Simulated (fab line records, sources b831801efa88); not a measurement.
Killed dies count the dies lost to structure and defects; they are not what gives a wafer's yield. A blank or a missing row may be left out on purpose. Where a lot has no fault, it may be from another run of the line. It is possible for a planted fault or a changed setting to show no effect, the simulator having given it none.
Lot-split experiment | flow sky130 | 23 wafers read from 5 lots, route of 708 steps

THE SPLIT ITSELF
At SKY_LDD_N_COAT_02 (resist thk 300 nm), the setting spin_rpm was moved away from the recipe's 3000 rpm on 5 of the 23 wafers read, by -4.0% to +5.5%. All remaining wafers had this setting at the recipe value.

The split's own step is where the reading is taken.

THE READING
NOVOLAK_of_LDD_N_COAT_02.thk_nm (the simulator's own value, which no gauge read), in nm, at SKY_LDD_N_COAT_02 (resist thk 300 nm). The file does not state a usual value for it. Across the 18 wafers here that went through the recipe, the average is 300.1 nm and the standard deviation 0.64 nm.

wafer  | tool, chamber at the split | spin_rpm as run, rpm | against the recipe | NOVOLAK_of_LDD_N_COAT_02.thk_nm, nm | against lot-mates on the recipe
L077.1 | litho_track-01, 0          | 3000                 | recipe             | 300.6                               | -
L077.2 | litho_track-01, 0          | 2881                 | -4.0%              | 306.1                               | +5.6
L077.3 | litho_track-01, 0          | 2881                 | -4.0%              | 307.1                               | +6.6
L077.4 | litho_track-01, 0          | 3000                 | recipe             | 300.4                               | -
L077.5 | litho_track-01, 0          | 2881                 | -4.0%              | 307.3                               | +6.8
L079.1 | litho_track-01, 0          | 3000                 | recipe             | 300.6                               | -
L079.2 | litho_track-01, 0          | 3000                 | recipe             | 300.6                               | -
L079.3 | litho_track-01, 0          | 3000                 | recipe             | 301.4                               | -
L079.4 | litho_track-01, 0          | 3000                 | recipe             | 301                                 | -
L079.5 | litho_track-01, 0          | 3000                 | recipe             | 300.3                               | -
L080.2 | litho_track-04, 0          | 3000                 | recipe             | 299.3                               | -
L080.3 | litho_track-04, 0          | 3000                 | recipe             | 299.8                               | -
L080.4 | litho_track-04, 0          | 3000                 | recipe             | 299                                 | -
L080.5 | litho_track-04, 0          | 3164                 | +5.5%              | 292.5                               | -6.9
L080.6 | litho_track-04, 0          | 3164                 | +5.5%              | 291.4                               | -8.0
L083.1 | litho_track-01, 0          | 3000                 | recipe             | 299.7                               | -
L083.3 | litho_track-01, 0          | 3000                 | recipe             | 299.2                               | -
L083.4 | litho_track-01, 0          | 3000                 | recipe             | 300.4                               | -
L083.5 | litho_track-01, 0          | 3000                 | recipe             | 300.2                               | -
L083.6 | litho_track-01, 0          | 3000                 | recipe             | 300.1                               | -
L085.1 | litho_track-01, 0          | 3000                 | recipe             | 300.2                               | -
L085.2 | litho_track-01, 0          | 3000                 | recipe             | 299.5                               | -
L085.4 | litho_track-01, 0          | 3000                 | recipe             | 299.3                               | -

FIT RESULTS
A straight line over all 23 wafers: NOVOLAK_of_LDD_N_COAT_02.thk_nm changes by -1.58 nm for each +1% of spin_rpm; r = -0.98; the points scatter about the line by 0.68 nm.
The same after taking each lot's own level away (the mean of its wafers on the recipe; 23 wafers): -1.46 nm for each +1%; r = -0.99; scatter 0.49 nm.
On that fit, the largest move of spin_rpm shifts the reading by 8 nm.
The lots' own levels span 299.37 to 300.78 nm, that is 2.2 times the standard deviation above.
So the lot-to-lot level changes the slope little: the two slopes agree.
Check: with one of the wafers moved furthest among these (+5.5%) left out of the fit, the line predicts -8.36 nm for it against its lot-mates. Against them it came out at -6.87 nm.

OTHER SPLITS ON THESE WAFERS
Before the reading, these wafers also passed through other splits. Each is held against what the fit with the lots' levels taken away leaves over:
other split on the same wafers   | wafers away from the commonest value | r with NOVOLAK_of_LDD_N_COAT_02.thk_nm (lot level and that fit taken away)
SKY_POLY_GATE_SOFTBAKE_09 temp_c | 6                                    | +0.26

THE WHOLE CHAIN: every reading that the file lists as answering this split, in the file's order
step               | what it does      | reading                                                                          | change (the file's fit)              | r (the file's)
SKY_LDD_N_COAT_02  | resist thk 300 nm | NOVOLAK_of_LDD_N_COAT_02.thk_nm (the simulator's own value, which no gauge read) | -1.43 nm for each +1% of the setting | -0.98
SKY_LDD_N_STRIP_16 | strips in O2/N2   | strip_time_to_endpoint_s                                                         | withheld for each +1% of the setting | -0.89

THE FILE'S OWN FIT
NOVOLAK_of_LDD_N_COAT_02.thk_nm changes by -1.43 nm for each +1% of spin_rpm, r = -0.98.
